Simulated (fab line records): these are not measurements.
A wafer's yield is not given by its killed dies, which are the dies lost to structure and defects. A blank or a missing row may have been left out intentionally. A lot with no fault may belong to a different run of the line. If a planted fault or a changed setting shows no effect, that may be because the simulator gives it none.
Which tool is to blame? -- flow sky130 -- 12 lots, 36 wafers sampled, at 3 steps of a route of 708

## WHAT EACH GAUGE READ, for each wafer
SKY_SD_P_OVL_MEAS_08. Usual: SD_P_OVL gives -0.9 nm (standard deviation 1.4).
lot,measured,on,SD_P_OVL (nm),flag
L228,day 26 04:43,overlay-01,-1.6 -2.7 -2.1,
L229,day 26 21:13,overlay-01,0.0 -0.6 -0.2,
L231,day 27 11:07,overlay-02,-0.1 -0.1 -0.5,
L233,day 27 20:13,overlay-01,-4.5 -4.4 -3.8,
L239,day 29 14:40,overlay-02,2.9 2.0 2.6,
L240,day 30 05:58,overlay-02,-0.9 -0.3 -0.7,
L242,day 31 10:56,overlay-01,-1.8 -2.5 -1.4,
L241,day 31 13:01,overlay-02,-0.2 -1.5 0.2,
L245,day 32 01:52,overlay-02,-0.4 -0.8 -1.3,
L248,day 32 18:31,overlay-02,-2.1 -0.3 -1.1,
L247,day 32 21:22,overlay-02,-1.2 -1.7 -0.8,
L249,day 33 12:01,overlay-01,-0.4 -1.1 -0.9,

SKY_SD_N_TW_MEAS_12. Usual: SD_N_TW gives 3980 (standard deviation 30).
lot,measured,on,SD_N_TW,flag
L228,day 28 14:20,film metro-04,3955 3963 3964,
L229,day 29 07:16,film metro-04,3980 3986 3968,
L231,day 29 20:37,film metro-02,4002 3989 4021,
L233,day 30 06:07,film metro-04,3972 3972 4006,
L239,day 31 23:29,film metro-03,3966 3943 3949,
L240,day 32 12:34,film metro-02,4018 4017 4046,
L242,day 33 17:26,film metro-02,4004 4023 3993,
L241,day 33 19:05,film metro-02,4020 4028 4023,
L245,day 34 06:56,film metro-04,4003 3999 3994,
L248,day 34 21:27,film metro-03,3952 3949 3949,
L247,day 34 22:54,film metro-03,3946 3933 3924,
L249,day 35 12:48,film metro-04,3998 3994 4023,

SKY_SD_N_RS_MEAS_16: uses a four-point probe to measure. Usual: SD_N_RS gives 68.58 ohm/sq (standard deviation 0.11).
lot,measured,on,SD_N_RS (ohm/sq),flag
L228,day 28 14:40,film metro-03,68.59 68.59 68.61,
L229,day 29 07:33,film metro-02,68.69 68.49 68.68,
L231,day 29 20:56,film metro-04,68.55 68.65 68.55,
L233,day 30 06:24,film metro-02,68.71 68.55 68.55,
L239,day 31 23:46,film metro-04,68.55 68.61 68.72,
L240,day 32 12:53,film metro-02,68.53 68.51 68.70,
L242,day 33 17:43,film metro-04,68.41 68.55 68.46,
L241,day 33 19:23,film metro-03,68.67 68.56 68.64,
L245,day 34 07:14,film metro-03,68.41 68.63 68.43,
L248,day 34 21:44,film metro-02,68.76 68.60 68.68,
L247,day 34 23:11,film metro-04,68.42 68.44 68.38,
L249,day 35 13:05,film metro-03,68.54 68.58 68.68,

## WHICH TOOL RAN EACH LOT (tool, then ch and the chambers of the sampled wafers, then the start)
Before these readings, the record contains no process step.

## WHAT THE TOOLS THEMSELVES READ (means of the sampled wafers that have a number; where no wafer has one, the mark that the record gives instead)
The record holds no such reading with a usual standard deviation.

## THE ANSWER, worked out from the rows above alone
Rule: take the mean of a lot's wafers that have a number; if it is more than 3 standard deviations from the usual mean, the lot is off. Also off: a lot with no number at a reading for which 4 or more lots have one. Where the step has rows for the other lots, those lots are counted as sound. Order of review: gauges by route order, followed by the tools' own readings, for which a lot's mean as printed above is used. The first step at which some lot is off is used, and at that step the reading that is off furthest; a lot without a number counts as furthest.
Nothing can be told from this: no lot is off at any reading shown.

## WHAT THE SIMULATOR PUT IN
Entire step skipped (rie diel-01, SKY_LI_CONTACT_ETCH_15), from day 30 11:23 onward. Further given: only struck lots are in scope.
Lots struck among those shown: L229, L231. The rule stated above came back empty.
